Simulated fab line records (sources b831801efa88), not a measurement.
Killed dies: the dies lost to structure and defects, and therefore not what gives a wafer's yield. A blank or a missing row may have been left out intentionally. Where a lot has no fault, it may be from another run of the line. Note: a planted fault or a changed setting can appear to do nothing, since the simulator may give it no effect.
Chamber matching + flow gf180mcu + cmp-01 running GF_V1_CMP_04: 4 sister chambers
The step polishes SiO2. 8 wafers are shown with their chamber, then 9 later ones without.

WAFERS WITH THEIR CHAMBER
| wafer  | chamber | motor_current_A (A) | slurry_filter_dp_kPa (kPa) |
|--------|---------|---------------------|----------------------------|
| L755.5 | 3       | 11.7                | 13.63                      |
| L758.5 | 1       | 10.2                | 13.70                      |
| L765.4 | 2       | 12.0                | 13.70                      |
| L765.5 | 3       | 11.6                | 13.60                      |
| L765.6 | 0       | 12.4                | 13.66                      |
| L766.1 | 2       | 12.8                | 13.48                      |
| L766.4 | 0       | 11.3                | 13.68                      |
| L766.6 | 1       | 10.3                | 13.77                      |

WAFERS WITH NO CHAMBER GIVEN
| wafer  | motor_current_A (A) | slurry_filter_dp_kPa (kPa) |
|--------|---------------------|----------------------------|
| L767.1 | 12.8                | 13.67                      |
| L767.3 | 11.4                | 13.63                      |
| L767.5 | 12.1                | 13.59                      |
| L768.3 | 11.1                | 13.59                      |
| L768.4 | 13.1                | 13.39                      |
| L768.5 | 12.8                | 13.47                      |
| L772.1 | 11.0                | 13.57                      |
| L772.5 | 10.2                | 13.41                      |
| L772.6 | 11.2                | 13.50                      |

THE CHAMBER EACH PASSED THROUGH
| wafer  | from the rows above               | in truth |
|--------|-----------------------------------|----------|
| L767.1 | can't be placed: 2 or 0 or 3      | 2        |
| L767.3 | can't be placed: 3 or 0 or 2      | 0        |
| L767.5 | can't be placed: 2 or 3 or 0      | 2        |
| L768.3 | can't be placed: 3 or 0 or 1 or 2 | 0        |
| L768.4 | can't be placed: 2 or 3 or 0      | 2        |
| L768.5 | can't be placed: 2 or 3 or 0      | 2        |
| L772.1 | can't be placed: 3 or 0 or 1 or 2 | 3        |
| L772.5 | can't be placed: 3 or 1 or 0 or 2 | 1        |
| L772.6 | can't be placed: 3 or 0 or 2 or 1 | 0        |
Correct placement for 0 of the 9. Can't be placed from these rows: 9 (the true chamber is among the candidates in 9). Wrongly placed: 0.
How it was worked out, from the rows above alone: a wafer's distance from a chamber is the root of the sum, over the readings, of the square of ((its reading less the chamber's mean) divided by the reading's scatter). The wafer belongs to the nearest chamber; if the next one is less than 2 further off, it can't be placed. Each chamber's mean is taken over the wafers shown for it. The scatter: the root of (the sum of the squares of (reading less its chamber's mean) over the shown wafers, divided by (wafers less chambers)).
